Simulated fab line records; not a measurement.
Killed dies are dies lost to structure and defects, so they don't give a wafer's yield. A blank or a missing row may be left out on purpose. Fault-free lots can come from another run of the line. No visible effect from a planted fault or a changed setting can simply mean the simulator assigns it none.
A lot that was struck, set against a sound lot    flow sky130    14 steps out of a route of 708
Sound: the wafers L435.1, L435.4, L435.5. Wafers L447.1, L447.3, L447.5 were the ones struck. At the end, the cause is stated.
At each step with rows: each side's tool, then ch and its chambers, then its first start. Under that, the readings that differ: sound wafers    struck wafers    difference of the means    sigmas: that difference in standard deviations of wafers without a fault.
alike: a reading whose means differ by less than 2 such deviations, as well as words and numbers matching on both sides. not compared: withheld readings; readings where some wafer has no value; bounds like >300 that might hide an equal value; numbers whose values overlap and for which the record gives no deviation.
Wherever a step has rows on one side only, a row that says differs or no value, or a row with sigmas, the two part there. Non-overlapping numbers with no deviation appear without sigmas and do not part them. A reading that every wafer of one side lacks parts them only if that side has two wafers or more.

first, 6 steps without rows for these wafers: SKY_RES_XHIGH_COAT_02 (resist thk 1140 nm); SKY_RES_XHIGH_SOFTBAKE_03 (time 60 s); SKY_RES_XHIGH_EXPOSE_04 (exposes mask URPM, target cd 1270 nm); SKY_RES_XHIGH_PEB_05; SKY_RES_XHIGH_DEVELOP_06 (develop time 60 s); SKY_RES_XHIGH_IMPLANT_07.
SKY_RES_XHIGH_STRIP_08: strips in O2/N2.
  sound on plasma_asher-01 ch 0,1, day 26 21:13; struck on plasma_asher-01 ch 0,1, day 31 04:50
reading                       sound              struck             difference  sigmas
strip_time_to_endpoint_s (s)  14.21 14.23 14.17  14.29 14.31 14.32  +0.10       +3
  alike: drypump_motor_current_A, oes_product_au
  not compared: rf_hours_counter_h
SKY_RES_XHIGH_TW_MEAS_09:
  sound: film_metro-02 at day 26 21:19; struck: film_metro-04 at day 31 04:56
  alike: RES_XHIGH_TW
then, 4 steps without rows for these wafers: SKY_SD_N_DEHYDRATE_00 (time 60 s); SKY_SD_N_HMDS_01 (prime time 60 s); SKY_SD_N_COAT_02 (resist thk 1140 nm); SKY_SD_N_SOFTBAKE_03 (time 60 s).
SKY_SD_N_EXPOSE_04: exposes mask NSDM, target cd 380 nm.
  sound on iline_stepper-01 ch 0, day 27 12:11; struck on iline_stepper-01, day 31 19:08
  no value came back on the struck wafers for exposure_dose_mJ_cm2, focus_offset_nm (nm); on the sound wafers exposure_dose_mJ_cm2 reads 141.17 140.94 141.24
  alike: mask
next, for these wafers, 1 step has no rows: SKY_SD_N_PEB_05.

== WHERE THEY PART ==
At SKY_RES_XHIGH_STRIP_08 first; at SKY_SD_N_EXPOSE_04 last (within this record only).

WHY: what had been put in by the simulator
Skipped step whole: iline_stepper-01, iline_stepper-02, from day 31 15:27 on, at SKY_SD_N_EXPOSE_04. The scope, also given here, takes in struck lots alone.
